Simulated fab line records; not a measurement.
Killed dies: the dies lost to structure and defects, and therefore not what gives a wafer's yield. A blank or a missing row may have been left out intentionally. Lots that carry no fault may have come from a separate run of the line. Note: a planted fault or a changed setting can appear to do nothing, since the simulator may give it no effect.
Matching of chambers || flow gf180mcu || GF_V5_CMP_26 on cmp-01 has 4 sister chambers
The step polishes, stops on SiO2, t overpolish 15 s, target thk 0 nm. 8 wafers are shown with their chamber, then 8 later ones without.

WAFERS WITH THEIR CHAMBER
{"wafer": "L857.3", "chamber": 3, "motorCurrentA (A)": 10.2, "timeToEndpointS (s)": 84}
{"wafer": "L858.5", "chamber": 0, "motorCurrentA (A)": 10.6, "timeToEndpointS (s)": 79}
{"wafer": "L862.5", "chamber": 2, "motorCurrentA (A)": 9.0, "timeToEndpointS (s)": 87}
{"wafer": "L862.6", "chamber": 3, "motorCurrentA (A)": 10.2, "timeToEndpointS (s)": 87}
{"wafer": "L864.4", "chamber": 1, "motorCurrentA (A)": 11.7, "timeToEndpointS (s)": 86}
{"wafer": "L864.5", "chamber": 1, "motorCurrentA (A)": 11.6, "timeToEndpointS (s)": 87}
{"wafer": "L864.6", "chamber": 2, "motorCurrentA (A)": 8.8, "timeToEndpointS (s)": 88}
{"wafer": "L867.1", "chamber": 0, "motorCurrentA (A)": 10.7, "timeToEndpointS (s)": 85}

WAFERS WITHOUT THEIR CHAMBER
{"wafer": "L867.2", "motorCurrentA (A)": 9.4, "timeToEndpointS (s)": 89}
{"wafer": "L867.5", "motorCurrentA (A)": 11.0, "timeToEndpointS (s)": 84}
{"wafer": "L868.1", "motorCurrentA (A)": 11.1, "timeToEndpointS (s)": 89}
{"wafer": "L868.2", "motorCurrentA (A)": 8.9, "timeToEndpointS (s)": 91}
{"wafer": "L868.6", "motorCurrentA (A)": 10.5, "timeToEndpointS (s)": 88}
{"wafer": "L871.2", "motorCurrentA (A)": 9.2, "timeToEndpointS (s)": 93}
{"wafer": "L871.5", "motorCurrentA (A)": 9.1, "timeToEndpointS (s)": 94}
{"wafer": "L871.6", "motorCurrentA (A)": 11.5, "timeToEndpointS (s)": 90}

EACH ONE'S CHAMBER
{"wafer": "L867.2", "from the rows above": 2, "in truth": 2}
{"wafer": "L867.5", "from the rows above": 0, "in truth": 0}
{"wafer": "L868.1", "from the rows above": "can't be placed: 0 or 1", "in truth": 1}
{"wafer": "L868.2", "from the rows above": 2, "in truth": 2}
{"wafer": "L868.6", "from the rows above": "can't be placed: 0 or 3", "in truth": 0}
{"wafer": "L871.2", "from the rows above": 2, "in truth": 2}
{"wafer": "L871.5", "from the rows above": 2, "in truth": 2}
{"wafer": "L871.6", "from the rows above": 1, "in truth": 1}
Correct placement for 6 of the 8. Cannot be placed on the basis of these rows: 2; the candidates contain the true chamber in 2. Wrongly placed: 0.
How it was worked out, from the rows above alone: a wafer's distance from a chamber is the root of the sum, over the readings, of the square of ((its reading less the chamber's mean) divided by the reading's scatter). The wafer belongs to the nearest chamber; if the next one is less than 2 further off, it can't be placed. Each chamber's mean is taken over the wafers shown for it. The scatter: take each reading less its chamber's mean, square it, sum over the shown wafers, divide by the number of wafers less the number of chambers, and take the root.
